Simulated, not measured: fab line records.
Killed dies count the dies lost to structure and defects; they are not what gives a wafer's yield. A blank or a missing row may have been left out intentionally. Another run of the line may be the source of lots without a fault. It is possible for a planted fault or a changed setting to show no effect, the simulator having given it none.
Which tool is to blame? || flow sfq_line || 15 lots, 45 wafers sampled, at 4 steps of a route of 325

== WHAT THE GAUGES READ, wafer by wafer ==
No reading from a measuring or inspecting step in the record can be judged against a usual standard deviation.

== WHAT TOOL EACH LOT RAN ON (gives the tool, then ch and the chambers of the sampled wafers, and finally the start) ==
{"lot": "L199", "SFQ_TRILAYER_R5_BARC_OPEN_METAL_ETCH_177": "rie_metal-02 ch 0,1, day 75 16:52", "SFQ_TRILAYER_I6_DEP_PECVD_165": "pecvd-02 ch 0,1, day 77 14:33", "SFQ_TRILAYER_M7_LITHO_EXPOSE_178": "krf_scanner-02 ch 0, day 82 08:25", "SFQ_TRILAYER_M7_STRIP_STRIP_181": "rie_metal-04 ch 0,1, day 82 10:08"}
{"lot": "L200", "SFQ_TRILAYER_R5_BARC_OPEN_METAL_ETCH_177": "rie_metal-03 ch 0,1, day 76 02:28", "SFQ_TRILAYER_I6_DEP_PECVD_165": "pecvd-01 ch 0,2, day 77 16:57", "SFQ_TRILAYER_M7_LITHO_EXPOSE_178": "krf_scanner-02 ch 0, day 82 12:01", "SFQ_TRILAYER_M7_STRIP_STRIP_181": "rie_metal-01 ch 0,1, day 82 13:44"}
{"lot": "L201", "SFQ_TRILAYER_R5_BARC_OPEN_METAL_ETCH_177": "rie_metal-04 ch 1, day 76 03:40", "SFQ_TRILAYER_I6_DEP_PECVD_165": "pecvd-02 ch 0,1,2, day 77 19:32", "SFQ_TRILAYER_M7_LITHO_EXPOSE_178": "krf_scanner-02 ch 0, day 82 13:13", "SFQ_TRILAYER_M7_STRIP_STRIP_181": "rie_metal-04 ch 0,1, day 82 14:56"}
{"lot": "L202", "SFQ_TRILAYER_R5_BARC_OPEN_METAL_ETCH_177": "rie_metal-03 ch 0, day 76 07:16", "SFQ_TRILAYER_I6_DEP_PECVD_165": "pecvd-03 ch 0,1, day 77 20:33", "SFQ_TRILAYER_M7_LITHO_EXPOSE_178": "krf_scanner-01 ch 0, day 82 17:46", "SFQ_TRILAYER_M7_STRIP_STRIP_181": "rie_metal-01 ch 0,1, day 82 19:17"}
{"lot": "L204", "SFQ_TRILAYER_R5_BARC_OPEN_METAL_ETCH_177": "rie_metal-04 ch 0,1, day 77 00:00", "SFQ_TRILAYER_I6_DEP_PECVD_165": "pecvd-03 ch 0,1, day 78 03:45", "SFQ_TRILAYER_M7_LITHO_EXPOSE_178": "krf_scanner-01 ch 0, day 83 05:34", "SFQ_TRILAYER_M7_STRIP_STRIP_181": "rie_metal-04 ch 0,1, day 83 07:17"}
{"lot": "L205", "SFQ_TRILAYER_R5_BARC_OPEN_METAL_ETCH_177": "rie_metal-02 ch 0,1, day 77 02:24", "SFQ_TRILAYER_I6_DEP_PECVD_165": "pecvd-01 ch 1,2, day 78 06:09", "SFQ_TRILAYER_M7_LITHO_EXPOSE_178": "krf_scanner-01 ch 0, day 83 13:58", "SFQ_TRILAYER_M7_STRIP_STRIP_181": "rie_metal-02 ch 0,1, day 83 15:41"}
{"lot": "L210", "SFQ_TRILAYER_R5_BARC_OPEN_METAL_ETCH_177": "rie_metal-04 ch 0,1, day 79 17:34", "SFQ_TRILAYER_I6_DEP_PECVD_165": "pecvd-01 ch 0,1, day 80 06:22", "SFQ_TRILAYER_M7_LITHO_EXPOSE_178": "krf_scanner-02, day 84 21:41", "SFQ_TRILAYER_M7_STRIP_STRIP_181": "rie_metal-04 ch 0,1, day 84 23:13"}
{"lot": "L211", "SFQ_TRILAYER_R5_BARC_OPEN_METAL_ETCH_177": "rie_metal-03 ch 0,1, day 79 18:45", "SFQ_TRILAYER_I6_DEP_PECVD_165": "pecvd-02 ch 0,1,2, day 80 08:46", "SFQ_TRILAYER_M7_LITHO_EXPOSE_178": "krf_scanner-02, day 85 00:53", "SFQ_TRILAYER_M7_STRIP_STRIP_181": "rie_metal-02 ch 0,1, day 85 02:37"}
{"lot": "L212", "SFQ_TRILAYER_R5_BARC_OPEN_METAL_ETCH_177": "rie_metal-04 ch 0,1, day 79 21:10", "SFQ_TRILAYER_I6_DEP_PECVD_165": "pecvd-03 ch 0,1,2, day 80 11:01", "SFQ_TRILAYER_M7_LITHO_EXPOSE_178": "krf_scanner-02, day 85 04:53", "SFQ_TRILAYER_M7_STRIP_STRIP_181": "rie_metal-01 ch 0,1, day 85 06:25"}
{"lot": "L215", "SFQ_TRILAYER_R5_BARC_OPEN_METAL_ETCH_177": "rie_metal-04 ch 0,1, day 81 05:34", "SFQ_TRILAYER_I6_DEP_PECVD_165": "pecvd-03 ch 0,1,2, day 82 04:55", "SFQ_TRILAYER_M7_LITHO_EXPOSE_178": "krf_scanner-02 ch 0, day 87 02:29", "SFQ_TRILAYER_M7_STRIP_STRIP_181": "rie_metal-02 ch 0,1, day 87 04:01"}
{"lot": "L217", "SFQ_TRILAYER_R5_BARC_OPEN_METAL_ETCH_177": "rie_metal-03 ch 0,1, day 81 07:57", "SFQ_TRILAYER_I6_DEP_PECVD_165": "pecvd-03 ch 0,2, day 82 21:40", "SFQ_TRILAYER_M7_LITHO_EXPOSE_178": "krf_scanner-02 ch 0, day 87 10:02", "SFQ_TRILAYER_M7_STRIP_STRIP_181": "rie_metal-04 ch 0,1, day 87 11:46"}
{"lot": "L218", "SFQ_TRILAYER_R5_BARC_OPEN_METAL_ETCH_177": "rie_metal-02 ch 0,1, day 81 12:45", "SFQ_TRILAYER_I6_DEP_PECVD_165": "pecvd-01 ch 0,1,2, day 83 00:05", "SFQ_TRILAYER_M7_LITHO_EXPOSE_178": "krf_scanner-02 ch 0, day 87 11:26", "SFQ_TRILAYER_M7_STRIP_STRIP_181": "rie_metal-01 ch 0,1, day 87 12:58"}
{"lot": "L219", "SFQ_TRILAYER_R5_BARC_OPEN_METAL_ETCH_177": "rie_metal-03 ch 0,1, day 81 13:58", "SFQ_TRILAYER_I6_DEP_PECVD_165": "pecvd-02 ch 1,2, day 84 21:26", "SFQ_TRILAYER_M7_LITHO_EXPOSE_178": "krf_scanner-01 ch 0, day 89 07:05", "SFQ_TRILAYER_M7_STRIP_STRIP_181": "rie_metal-02 ch 0, day 89 08:59"}
{"lot": "L220", "SFQ_TRILAYER_R5_BARC_OPEN_METAL_ETCH_177": "rie_metal-02 ch 0,1, day 81 15:09", "SFQ_TRILAYER_I6_DEP_PECVD_165": "pecvd-01 ch 0,2, day 86 07:32", "SFQ_TRILAYER_M7_LITHO_EXPOSE_178": "krf_scanner-01 ch 0, day 90 09:19", "SFQ_TRILAYER_M7_STRIP_STRIP_181": "rie_metal-04 ch 0,1, day 90 10:50"}
{"lot": "L222", "SFQ_TRILAYER_R5_BARC_OPEN_METAL_ETCH_177": "rie_metal-03 ch 0,1, day 81 18:45", "SFQ_TRILAYER_I6_DEP_PECVD_165": "pecvd-02 ch 0,1, day 86 11:02", "SFQ_TRILAYER_M7_LITHO_EXPOSE_178": "krf_scanner-02 ch 0, day 90 12:50", "SFQ_TRILAYER_M7_STRIP_STRIP_181": "rie_metal-04 ch 0,1, day 90 14:34"}
- SFQ_TRILAYER_R5_BARC_OPEN_METAL_ETCH_177: etches BARC in O2, target depth 125 nm, time 41.7 s.
- SFQ_TRILAYER_I6_DEP_PECVD_165: deposits SiO2 from SiH4/N2O, time 111.11 s, target thk 500 nm.
- SFQ_TRILAYER_M7_LITHO_EXPOSE_178: exposes mask M7, target cd 500 nm.
- SFQ_TRILAYER_M7_STRIP_STRIP_181: strips in O2.

== WHAT THE TOOLS THEMSELVES READ (means of the sampled wafers that have a number; where no wafer has one, the mark that the record gives instead) ==
SFQ_TRILAYER_R5_BARC_OPEN_METAL_ETCH_177.
{"lot": "L199", "tool": "rie_metal-02", "drypump_motor_current_A (A)": 6.2, "oes_product_au (a.u.)": 0.689}
{"lot": "L200", "tool": "rie_metal-03", "drypump_motor_current_A (A)": 5.1, "oes_product_au (a.u.)": 0.691}
{"lot": "L201", "tool": "rie_metal-04", "drypump_motor_current_A (A)": 6.2, "oes_product_au (a.u.)": 0.688}
{"lot": "L202", "tool": "rie_metal-03", "drypump_motor_current_A (A)": 5.6, "oes_product_au (a.u.)": 0.687}
{"lot": "L204", "tool": "rie_metal-04", "drypump_motor_current_A (A)": 6.0, "oes_product_au (a.u.)": 0.685}
{"lot": "L205", "tool": "rie_metal-02", "drypump_motor_current_A (A)": 6.2, "oes_product_au (a.u.)": 0.689}
{"lot": "L210", "tool": "rie_metal-04", "drypump_motor_current_A (A)": 5.8, "oes_product_au (a.u.)": 0.682}
{"lot": "L211", "tool": "rie_metal-03", "drypump_motor_current_A (A)": 5.3, "oes_product_au (a.u.)": 0.685}
{"lot": "L212", "tool": "rie_metal-04", "drypump_motor_current_A (A)": 6.0, "oes_product_au (a.u.)": 0.684}
{"lot": "L215", "tool": "rie_metal-04", "drypump_motor_current_A (A)": 6.0, "oes_product_au (a.u.)": 0.682}
{"lot": "L217", "tool": "rie_metal-03", "drypump_motor_current_A (A)": 5.3, "oes_product_au (a.u.)": 0.684}
{"lot": "L218", "tool": "rie_metal-02", "drypump_motor_current_A (A)": 6.2, "oes_product_au (a.u.)": 0.687}
{"lot": "L219", "tool": "rie_metal-03", "drypump_motor_current_A (A)": 5.3, "oes_product_au (a.u.)": 0.683}
{"lot": "L220", "tool": "rie_metal-02", "drypump_motor_current_A (A)": 6.2, "oes_product_au (a.u.)": 0.686}
{"lot": "L222", "tool": "rie_metal-03", "drypump_motor_current_A (A)": 5.3, "oes_product_au (a.u.)": 0.685}

SFQ_TRILAYER_I6_DEP_PECVD_165.
{"lot": "L199", "tool": "pecvd-02", "heater_power_w (W)": 83, "susceptor_temp_C (C)": 150.11, "throttle_valve_pct (%)": 24.5}
{"lot": "L200", "tool": "pecvd-01", "heater_power_w (W)": 62, "susceptor_temp_C (C)": 149.92, "throttle_valve_pct (%)": 27.8}
{"lot": "L201", "tool": "pecvd-02", "heater_power_w (W)": 76, "susceptor_temp_C (C)": 149.90, "throttle_valve_pct (%)": 24.0}
{"lot": "L202", "tool": "pecvd-03", "heater_power_w (W)": 75, "susceptor_temp_C (C)": 149.92, "throttle_valve_pct (%)": 23.5}
{"lot": "L204", "tool": "pecvd-03", "heater_power_w (W)": 77, "susceptor_temp_C (C)": 150.16, "throttle_valve_pct (%)": 23.6}
{"lot": "L205", "tool": "pecvd-01", "heater_power_w (W)": 67, "susceptor_temp_C (C)": 150.04, "throttle_valve_pct (%)": 26.9}
{"lot": "L210", "tool": "pecvd-01", "heater_power_w (W)": 73, "susceptor_temp_C (C)": 149.88, "throttle_valve_pct (%)": 26.2}
{"lot": "L211", "tool": "pecvd-02", "heater_power_w (W)": 81, "susceptor_temp_C (C)": 150.05, "throttle_valve_pct (%)": 24.2}
{"lot": "L212", "tool": "pecvd-03", "heater_power_w (W)": 62, "susceptor_temp_C (C)": 149.95, "throttle_valve_pct (%)": 25.6}
{"lot": "L215", "tool": "pecvd-03", "heater_power_w (W)": 69, "susceptor_temp_C (C)": 149.98, "throttle_valve_pct (%)": 25.7}
{"lot": "L217", "tool": "pecvd-03", "heater_power_w (W)": 67, "susceptor_temp_C (C)": 150.08, "throttle_valve_pct (%)": 27.0}
{"lot": "L218", "tool": "pecvd-01", "heater_power_w (W)": 66, "susceptor_temp_C (C)": 149.94, "throttle_valve_pct (%)": 27.0}
{"lot": "L219", "tool": "pecvd-02", "heater_power_w (W)": 74, "susceptor_temp_C (C)": 149.93, "throttle_valve_pct (%)": 24.8}
{"lot": "L220", "tool": "pecvd-01", "heater_power_w (W)": 63, "susceptor_temp_C (C)": 150.08, "throttle_valve_pct (%)": 28.0}
{"lot": "L222", "tool": "pecvd-02", "heater_power_w (W)": 83, "susceptor_temp_C (C)": 150.03, "throttle_valve_pct (%)": 24.8}

SFQ_TRILAYER_M7_LITHO_EXPOSE_178.
{"lot": "L199", "tool": "krf_scanner-02", "exposure_dose_mJ_cm2": 14.396, "focus_offset_nm (nm)": 0.1}
{"lot": "L200", "tool": "krf_scanner-02", "exposure_dose_mJ_cm2": 14.402, "focus_offset_nm (nm)": 0.2}
{"lot": "L201", "tool": "krf_scanner-02", "exposure_dose_mJ_cm2": 14.413, "focus_offset_nm (nm)": -0.6}
{"lot": "L202", "tool": "krf_scanner-01", "exposure_dose_mJ_cm2": 14.416, "focus_offset_nm (nm)": -0.5}
{"lot": "L204", "tool": "krf_scanner-01", "exposure_dose_mJ_cm2": 14.418, "focus_offset_nm (nm)": -0.4}
{"lot": "L205", "tool": "krf_scanner-01", "exposure_dose_mJ_cm2": 14.385, "focus_offset_nm (nm)": 0.0}
{"lot": "L210", "tool": "krf_scanner-02", "exposure_dose_mJ_cm2": "-", "focus_offset_nm (nm)": "-"}
{"lot": "L211", "tool": "krf_scanner-02", "exposure_dose_mJ_cm2": "-", "focus_offset_nm (nm)": "-"}
{"lot": "L212", "tool": "krf_scanner-02", "exposure_dose_mJ_cm2": "-", "focus_offset_nm (nm)": "-"}
{"lot": "L215", "tool": "krf_scanner-02", "exposure_dose_mJ_cm2": 14.401, "focus_offset_nm (nm)": 0.5}
{"lot": "L217", "tool": "krf_scanner-02", "exposure_dose_mJ_cm2": 14.398, "focus_offset_nm (nm)": 0.2}
{"lot": "L218", "tool": "krf_scanner-02", "exposure_dose_mJ_cm2": 14.399, "focus_offset_nm (nm)": 0.1}
{"lot": "L219", "tool": "krf_scanner-01", "exposure_dose_mJ_cm2": 14.413, "focus_offset_nm (nm)": 0.3}
{"lot": "L220", "tool": "krf_scanner-01", "exposure_dose_mJ_cm2": 14.384, "focus_offset_nm (nm)": 0.1}
{"lot": "L222", "tool": "krf_scanner-02", "exposure_dose_mJ_cm2": 14.403, "focus_offset_nm (nm)": -0.1}

SFQ_TRILAYER_M7_STRIP_STRIP_181.
{"lot": "L199", "tool": "rie_metal-04", "drypump_motor_current_A (A)": 5.8, "oes_product_au (a.u.)": 1.005}
{"lot": "L200", "tool": "rie_metal-01", "drypump_motor_current_A (A)": 5.6, "oes_product_au (a.u.)": 1.007}
{"lot": "L201", "tool": "rie_metal-04", "drypump_motor_current_A (A)": 6.0, "oes_product_au (a.u.)": 1.012}
{"lot": "L202", "tool": "rie_metal-01", "drypump_motor_current_A (A)": 5.6, "oes_product_au (a.u.)": 0.996}
{"lot": "L204", "tool": "rie_metal-04", "drypump_motor_current_A (A)": 5.7, "oes_product_au (a.u.)": 1.009}
{"lot": "L205", "tool": "rie_metal-02", "drypump_motor_current_A (A)": 6.2, "oes_product_au (a.u.)": 1.006}
{"lot": "L210", "tool": "rie_metal-04", "drypump_motor_current_A (A)": 5.8, "oes_product_au (a.u.)": 1.001}
{"lot": "L211", "tool": "rie_metal-02", "drypump_motor_current_A (A)": 6.2, "oes_product_au (a.u.)": 1.005}
{"lot": "L212", "tool": "rie_metal-01", "drypump_motor_current_A (A)": 5.7, "oes_product_au (a.u.)": 1.007}
{"lot": "L215", "tool": "rie_metal-02", "drypump_motor_current_A (A)": 6.2, "oes_product_au (a.u.)": 0.996}
{"lot": "L217", "tool": "rie_metal-04", "drypump_motor_current_A (A)": 5.8, "oes_product_au (a.u.)": 1.004}
{"lot": "L218", "tool": "rie_metal-01", "drypump_motor_current_A (A)": 5.7, "oes_product_au (a.u.)": 1.001}
{"lot": "L219", "tool": "rie_metal-02", "drypump_motor_current_A (A)": 6.0, "oes_product_au (a.u.)": 0.997}
{"lot": "L220", "tool": "rie_metal-04", "drypump_motor_current_A (A)": 6.0, "oes_product_au (a.u.)": 0.997}
{"lot": "L222", "tool": "rie_metal-04", "drypump_motor_current_A (A)": 6.0, "oes_product_au (a.u.)": 1.004}

== THE ANSWER, worked out from the rows above alone ==
Rule: the lots themselves supply what counts as usual. Put in order of their means at a reading, lots are off if they are a third of the lots or fewer, leave a main group of 4 or more, and stand apart from it by a gap of 3 or more times the standard deviation of the main group's means; of several such gaps the widest counts. The tables above print the reading to a certain number of digits; a main group whose means all agree to those digits is not used. A lot without any number at a reading at which 4 lots or more have one is off too. The other lots that the step has rows for count as sound. Order of review: gauges by route order, followed by the tools' own readings, for which a lot's mean as printed above is used. The first step at which some lot is off is used, and at that step the reading that is off furthest; a lot without a number counts as furthest.
Off, at SFQ_TRILAYER_M7_LITHO_EXPOSE_178 on exposure_dose_mJ_cm2: L210, L211, L212. Without a number there: L210, L211, L212. The main group has a mean of 14.402 with a standard deviation of 0.011.
A tool fits if, at that step or a process step before it, it ran every lot that is off, and no sound lot after the first of them. No candidate that was tried fits.

== WHAT THE SIMULATOR PUT IN ==
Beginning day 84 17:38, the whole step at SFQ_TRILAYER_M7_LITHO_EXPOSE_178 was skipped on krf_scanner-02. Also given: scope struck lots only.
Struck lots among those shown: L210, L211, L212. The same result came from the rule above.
